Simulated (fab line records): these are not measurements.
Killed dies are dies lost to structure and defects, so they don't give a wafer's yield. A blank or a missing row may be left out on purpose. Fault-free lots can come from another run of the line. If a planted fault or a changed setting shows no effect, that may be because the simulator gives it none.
What tool caused it? -- flow sfqLine -- 14 lots, 42 wafers sampled, at 5 steps of a route of 325

== WHAT EACH GAUGE READ, for each wafer ==
SFQ_R5_THK_MEAS_934: measures by xrf.
lot,measured,on,R5_MONX_THK (nm)
L306,day 70 20:30,filmMetro-02,40.2 40.2 40.2
L307,day 71 06:49,filmMetro-02,40.3 39.8 40.0
L309,day 71 12:50,filmMetro-02,40.2 39.5 39.7
L310,day 71 18:50,filmMetro-01,40.1 40.0 39.8
L311,day 72 02:36,filmMetro-04,39.1 39.9 39.5
L313,day 73 09:26,filmMetro-02,40.5 40.4 40.0
L314,day 73 16:54,filmMetro-01,39.8 40.1 40.2
L315,day 73 22:53,filmMetro-02,39.8 39.8 39.7
L317,day 75 05:54,filmMetro-02,40.6 40.3 40.6
L323,day 77 01:57,filmMetro-01,39.5 39.9 39.9
L324,day 77 06:44,filmMetro-02,39.2 39.5 39.7
L326,day 77 10:21,filmMetro-01,38.8 39.3 39.4
L327,day 77 14:07,filmMetro-01,40.3 40.6 40.0
L328,day 77 15:08,filmMetro-02,39.3 39.7 39.4

== EACH LOT AND THE TOOL THAT RAN IT (in order: tool; ch and the chambers of the sampled wafers; start) ==
lot,SFQ_TRILAYER_L0_VIA_LITHO_COAT_018,SFQ_TRILAYER_L0_VIA_BARC_OPEN_VIA_ETCH_021,SFQ_TRILAYER_M3_DEP_SPUTTER_073,SFQ_TRILAYER_R5_DEP_SPUTTER_133
L306,"lithoTrack-04 ch 0, day 4 15:49","rieDiel-03 ch 1,3, day 9 04:41","pvdSputter-06, day 39 23:20","pvdSputter-03, day 70 20:19"
L307,"lithoTrack-03 ch 0, day 4 18:55","rieDiel-03 ch 0,2,3, day 9 07:05","pvdSputter-05, day 40 00:47","pvdSputter-04, day 71 06:38"
L309,"lithoTrack-02 ch 0, day 5 07:28","rieDiel-02 ch 0,2, day 9 21:29","pvdSputter-05, day 41 03:14","pvdSputter-06, day 71 12:38"
L310,"lithoTrack-02 ch 0, day 5 11:07","rieDiel-04 ch 1,2,3, day 10 02:24","pvdSputter-03, day 42 07:30","pvdSputter-04, day 71 18:38"
L311,"lithoTrack-03 ch 0, day 5 21:55","rieDiel-04 ch 0,2, day 10 14:24","pvdSputter-05, day 42 15:13","pvdSputter-06, day 72 02:24"
L313,"lithoTrack-02 ch 0, day 7 06:43","rieDiel-04 ch 1,2, day 11 13:12","pvdSputter-06, day 43 21:49","pvdSputter-06, day 73 09:13"
L314,"lithoTrack-04 ch 0, day 7 14:20","rieDiel-03 ch 2,3, day 12 00:10","pvdSputter-03, day 44 06:50","pvdSputter-04, day 73 16:41"
L315,"lithoTrack-03 ch 0, day 7 18:47","rieDiel-04 ch 0,1,3, day 12 03:46","pvdSputter-03, day 44 11:02","pvdSputter-03, day 73 22:41"
L317,"lithoTrack-03 ch 0, day 8 02:03","rieDiel-03 ch 0,3, day 12 13:22","pvdSputter-03, day 45 04:26","pvdSputter-06, day 75 05:41"
L323,"lithoTrack-02 ch 0, day 9 17:41","rieDiel-03 ch 2,3, day 14 15:29","pvdSputter-03, day 54 00:23","pvdSputter-06, day 77 01:44"
L324,"lithoTrack-02 ch 0, day 9 21:19","rieDiel-04 ch 0,1,2, day 14 19:05","pvdSputter-05, day 54 02:55","pvdSputter-04, day 77 06:32"
L326,"lithoTrack-04 ch 0, day 10 10:37","rieDiel-03 ch 0,1, day 15 08:17","pvdSputter-06, day 54 10:07","pvdSputter-04, day 77 10:08"
L327,"lithoTrack-04 ch 0, day 10 14:07","rieDiel-04 ch 1,2,3, day 15 11:53","pvdSputter-05, day 54 22:07","pvdSputter-06, day 77 13:55"
L328,"lithoTrack-04 ch 0, day 10 18:53","rieDiel-04 ch 0,1,2, day 15 17:53","pvdSputter-06, day 55 09:55","pvdSputter-04, day 77 14:56"
- SFQ_TRILAYER_L0_VIA_LITHO_COAT_018: resist thk 62 nm.
- SFQ_TRILAYER_L0_VIA_BARC_OPEN_VIA_ETCH_021: etches BARC in O2, target depth 125 nm, time 41.7 s.
- SFQ_TRILAYER_M3_DEP_SPUTTER_073: material Nb, target thk 200 nm, time 135.6 s.
- SFQ_TRILAYER_R5_DEP_SPUTTER_133: material MoNx, target thk 40 nm, time 66.7 s.

== AS READ BY THE TOOLS THEMSELVES (means over the sampled wafers that have a number; for cases with no such wafer, the mark the record gives instead) ==
SFQ_TRILAYER_L0_VIA_BARC_OPEN_VIA_ETCH_021.
lot,tool,drypumpMotorCurrentA (A),oesProductAu (a.u.)
L306,rieDiel-03,5.9,0.684
L307,rieDiel-03,5.6,0.691
L309,rieDiel-02,5.9,0.681
L310,rieDiel-04,5.5,0.684
L311,rieDiel-04,5.9,0.685
L313,rieDiel-04,6.1,0.685
L314,rieDiel-03,5.9,0.686
L315,rieDiel-04,5.3,0.683
L317,rieDiel-03,5.1,0.688
L323,rieDiel-03,5.3,0.702
L324,rieDiel-04,5.8,0.700
L326,rieDiel-03,6.2,0.680
L327,rieDiel-04,5.5,0.682
L328,rieDiel-04,5.8,0.685

SFQ_TRILAYER_M3_DEP_SPUTTER_073.
lot,tool,throttleValvePct (%)
L306,pvdSputter-06,30.5
L307,pvdSputter-05,31.0
L309,pvdSputter-05,30.2
L310,pvdSputter-03,29.7
L311,pvdSputter-05,29.8
L313,pvdSputter-06,29.2
L314,pvdSputter-03,29.8
L315,pvdSputter-03,29.6
L317,pvdSputter-03,29.3
L323,pvdSputter-03,28.7
L324,pvdSputter-05,30.4
L326,pvdSputter-06,28.6
L327,pvdSputter-05,30.5
L328,pvdSputter-06,30.5

SFQ_TRILAYER_R5_DEP_SPUTTER_133.
lot,tool,throttleValvePct (%)
L306,pvdSputter-03,28.8
L307,pvdSputter-04,28.8
L309,pvdSputter-06,28.7
L310,pvdSputter-04,29.6
L311,pvdSputter-06,29.5
L313,pvdSputter-06,28.5
L314,pvdSputter-04,30.0
L315,pvdSputter-03,29.4
L317,pvdSputter-06,29.2
L323,pvdSputter-06,29.3
L324,pvdSputter-04,29.3
L326,pvdSputter-04,29.1
L327,pvdSputter-06,29.4
L328,pvdSputter-04,29.2

== THE ANSWER, worked out from the rows above alone ==
Rule: the usual values come from the lots themselves. The widest of any qualifying gaps counts: lots, ordered by their means at a reading, are off when they make up no more than a third of the lots, leave a main group of 4 or more, and stand apart from it by 3 or more times the standard deviation of that group's means. Not used: any main group whose means are identical at the precision the tables above print for the reading. Also off: a lot with no number at a reading for which 4 or more lots have one. All remaining lots with rows at the step are treated as sound. After the gauges, taken in route order, come the tools' own readings; for these a lot's mean is taken, as printed above. At the first step where some lot is off, the reading lying furthest off is the one used; lots without a number count as furthest.
Off: L323, L324, at SFQ_TRILAYER_L0_VIA_BARC_OPEN_VIA_ETCH_021 (oesProductAu). Mean 0.684 a.u. and standard deviation 0.0029 in the main group.
If a tool, at that step or one of the process steps before it, ran each lot that is off and ran no sound lot following the first of them, it fits. One fits: SFQ_TRILAYER_L0_VIA_LITHO_COAT_018 on lithoTrack-02. Its last sound lot is L313 (day 7 06:43), its first lot that is off L323 (day 9 17:41): a fault that began between those two fits.

== WHAT WAS PUT IN BY THE SIMULATOR ==
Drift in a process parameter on lithoTrack-02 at SFQ_TRILAYER_L0_VIA_LITHO_COAT_018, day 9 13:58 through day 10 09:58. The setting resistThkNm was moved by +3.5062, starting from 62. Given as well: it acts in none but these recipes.
Shown lots that were struck: L323, L324. The rule above found the same.
